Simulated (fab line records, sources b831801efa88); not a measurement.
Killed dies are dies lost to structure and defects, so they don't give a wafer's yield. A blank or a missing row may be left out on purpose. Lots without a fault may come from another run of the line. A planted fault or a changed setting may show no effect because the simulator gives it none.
Which tool did it? | flow gf180mcu | 24 lots, 72 wafers sampled, at 3 steps of a route of 602

WHAT THE GAUGES READ, wafer by wafer
GF_V2_THK_MEAS_01.
lot  | measured     | on            | V2_CVD_00_THK (nm)
L074 | day 19 05:04 | film_metro-04 | 598 593 598
L075 | day 19 14:17 | film_metro-04 | 603 595 603
L076 | day 20 02:01 | film_metro-01 | 600 598 603
L077 | day 20 12:41 | film_metro-02 | 599 598 598
L078 | day 20 22:09 | film_metro-01 | 606 595 608
L079 | day 21 08:04 | film_metro-01 | 587 597 598
L080 | day 21 10:44 | film_metro-02 | 599 591 598
L081 | day 22 04:51 | film_metro-01 | 606 597 610
L082 | day 22 05:11 | film_metro-04 | 600 598 589
L083 | day 22 20:27 | film_metro-01 | 598 595 582
L084 | day 23 01:41 | film_metro-01 | 603 611 603
L085 | day 23 15:40 | film_metro-04 | 594 587 589
L086 | day 23 18:14 | film_metro-02 | 593 597 603
L087 | day 24 00:04 | film_metro-04 | 590 597 592
L088 | day 24 11:15 | film_metro-01 | 595 592 608
L089 | day 24 15:48 | film_metro-02 | 609 594 609
L090 | day 24 20:55 | film_metro-01 | 597 583 582
L091 | day 25 06:21 | film_metro-02 | 591 609 588
L092 | day 25 13:53 | film_metro-02 | 609 594 610
L093 | day 25 22:48 | film_metro-01 | 603 597 604
L094 | day 26 08:01 | film_metro-02 | 593 598 593
L095 | day 26 13:24 | film_metro-02 | 596 586 599
L096 | day 26 16:50 | film_metro-01 | 614 594 610
L097 | day 27 07:44 | film_metro-01 | 611 607 616

WHICH TOOL RAN EACH LOT (tool, then ch and the chambers of the sampled wafers, then the start)
lot  | GF_CONTACT_ETCH_16                 | GF_M2_SPUTTER_02
L074 | rie_diel-04 ch 0,2, day 15 23:53   | pvd_sputter-01, day 18 03:27
L075 | rie_diel-03 ch 0,2,3, day 16 08:17 | pvd_sputter-02, day 18 12:26
L076 | rie_diel-04 ch 0,1,2, day 16 19:53 | pvd_sputter-03, day 19 00:17
L077 | rie_diel-03 ch 1,2,3, day 17 05:58 | pvd_sputter-01, day 19 11:10
L078 | rie_diel-03 ch 0,2,3, day 17 15:55 | pvd_sputter-01, day 19 20:49
L079 | rie_diel-02 ch 0,3, day 18 00:56   | pvd_sputter-03, day 20 06:38
L080 | rie_diel-03 ch 0,2, day 18 05:05   | pvd_sputter-02, day 20 09:30
L081 | rie_diel-03 ch 0,1,2, day 18 22:14 | pvd_sputter-02, day 21 04:01
L082 | rie_diel-04 ch 0,1,3, day 18 22:52 | pvd_sputter-01, day 21 04:23
L083 | rie_diel-02 ch 0,2,3, day 19 14:05 | pvd_sputter-02, day 21 19:30
L084 | rie_diel-03 ch 0,2, day 19 20:38   | pvd_sputter-01, day 22 02:02
L085 | rie_diel-02 ch 0,1,3, day 20 11:47 | pvd_sputter-02, day 22 15:55
L086 | rie_diel-03 ch 0,1,3, day 20 15:32 | pvd_sputter-03, day 22 19:04
L087 | rie_diel-04 ch 1,2, day 20 21:44   | pvd_sputter-01, day 23 00:53
L088 | rie_diel-04 ch 0,2,3, day 21 09:44 | pvd_sputter-01, day 23 11:46
L089 | rie_diel-02 ch 0,1,3, day 21 14:47 | pvd_sputter-02, day 23 16:58
L090 | rie_diel-04 ch 0,1,2, day 21 20:35 | pvd_sputter-02, day 23 22:31
L091 | rie_diel-02 ch 0,2,3, day 22 07:05 | pvd_sputter-01, day 24 08:28
L092 | rie_diel-04 ch 0,1,3, day 22 14:45 | pvd_sputter-01, day 24 15:50
L093 | rie_diel-03 ch 0,1,3, day 22 23:40 | pvd_sputter-01, day 25 00:46
L094 | rie_diel-04 ch 1,2, day 23 10:04   | pvd_sputter-01, day 25 09:52
L095 | rie_diel-03 ch 0,1,3, day 23 16:17 | pvd_sputter-03, day 25 16:11
L096 | rie_diel-03 ch 1,2, day 23 20:44   | pvd_sputter-01, day 25 19:32
L097 | rie_diel-02 ch 0,1, day 24 11:44   | pvd_sputter-02, day 26 10:09
- GF_CONTACT_ETCH_16: etches BARC in N2/H2.
- GF_M2_SPUTTER_02: material AlCu, target thk 450 nm, time 23.9 s.

WHAT THE TOOLS THEMSELVES READ (means of the sampled wafers that have a number; where no wafer has one, the mark that the record gives instead)
GF_CONTACT_ETCH_16.
lot  | tool        | drypump_motor_current_A (A) | oes_product_au (a.u.) | rf_fwd_power_W (W) | throttle_valve_pct (%)
L074 | rie_diel-04 | 5.3                         | 0.858                 | 496.1              | 13.221
L075 | rie_diel-03 | 5.7                         | 0.857                 | 493.0              | 13.228
L076 | rie_diel-04 | 5.6                         | 0.855                 | 495.1              | 13.228
L077 | rie_diel-03 | 5.8                         | 0.855                 | 494.0              | 13.223
L078 | rie_diel-03 | 5.7                         | 0.854                 | 493.6              | 13.228
L079 | rie_diel-02 | 5.9                         | 0.851                 | 493.4              | 13.230
L080 | rie_diel-03 | 5.9                         | 0.854                 | 494.9              | 13.225
L081 | rie_diel-03 | 5.8                         | 0.852                 | 492.1              | 13.224
L082 | rie_diel-04 | 5.6                         | 0.858                 | 497.2              | 13.216
L083 | rie_diel-02 | 5.5                         | 0.854                 | 495.2              | 13.213
L084 | rie_diel-03 | 5.7                         | 0.856                 | 495.3              | 13.219
L085 | rie_diel-02 | 5.8                         | 0.856                 | 494.2              | 13.227
L086 | rie_diel-03 | 5.6                         | 0.851                 | 492.8              | 13.224
L087 | rie_diel-04 | 5.9                         | 0.854                 | 494.4              | 13.226
L088 | rie_diel-04 | 5.3                         | 0.855                 | 495.3              | 13.222
L089 | rie_diel-02 | 5.8                         | 0.851                 | 494.9              | 13.229
L090 | rie_diel-04 | 5.6                         | 0.850                 | 496.6              | 13.223
L091 | rie_diel-02 | 5.6                         | 0.854                 | 495.4              | 13.223
L092 | rie_diel-04 | 5.6                         | 0.854                 | 494.5              | 13.223
L093 | rie_diel-03 | 5.6                         | 0.853                 | 491.8              | 13.231
L094 | rie_diel-04 | 5.9                         | 0.861                 | 493.2              | 13.224
L095 | rie_diel-03 | 5.6                         | 0.849                 | 491.8              | 13.216
L096 | rie_diel-03 | 5.8                         | 0.852                 | 494.4              | 13.223
L097 | rie_diel-02 | 5.7                         | 0.855                 | 496.9              | 13.223

GF_M2_SPUTTER_02.
lot  | tool           | throttle_valve_pct (%)
L074 | pvd_sputter-01 | 30.6
L075 | pvd_sputter-02 | 29.4
L076 | pvd_sputter-03 | 30.6
L077 | pvd_sputter-01 | 30.5
L078 | pvd_sputter-01 | 30.7
L079 | pvd_sputter-03 | 29.6
L080 | pvd_sputter-02 | 30.0
L081 | pvd_sputter-02 | 30.3
L082 | pvd_sputter-01 | 30.0
L083 | pvd_sputter-02 | 30.3
L084 | pvd_sputter-01 | 30.5
L085 | pvd_sputter-02 | 29.7
L086 | pvd_sputter-03 | 29.6
L087 | pvd_sputter-01 | 31.1
L088 | pvd_sputter-01 | 30.8
L089 | pvd_sputter-02 | 30.1
L090 | pvd_sputter-02 | 30.2
L091 | pvd_sputter-01 | 30.6
L092 | pvd_sputter-01 | 29.8
L093 | pvd_sputter-01 | 30.5
L094 | pvd_sputter-01 | 30.1
L095 | pvd_sputter-03 | 29.7
L096 | pvd_sputter-01 | 30.7
L097 | pvd_sputter-02 | 29.8

THE ANSWER, worked out from the rows above alone
Rule: what is usual is taken from the lots themselves. Put in order of their means at a reading, lots are off if they are a third of the lots or fewer, leave a main group of 4 or more, and stand apart from it by a gap of 3 or more times the standard deviation of the main group's means; of several such gaps the widest counts. A main group whose means are all the same, to the digits that the tables above print for the reading, isn't used. A lot without any number at a reading at which 4 lots or more have one is off too. The other lots that the step has rows for count as sound. The gauges are gone through in route order, then the tools' own readings, and for those a lot's mean is taken as printed above. The first step at which some lot is off is used, and at that step the reading that is off furthest; a lot without a number counts as furthest.
No lot is off at any reading shown: from this, nothing can be told.

WHAT THE SIMULATOR HAD PUT IN
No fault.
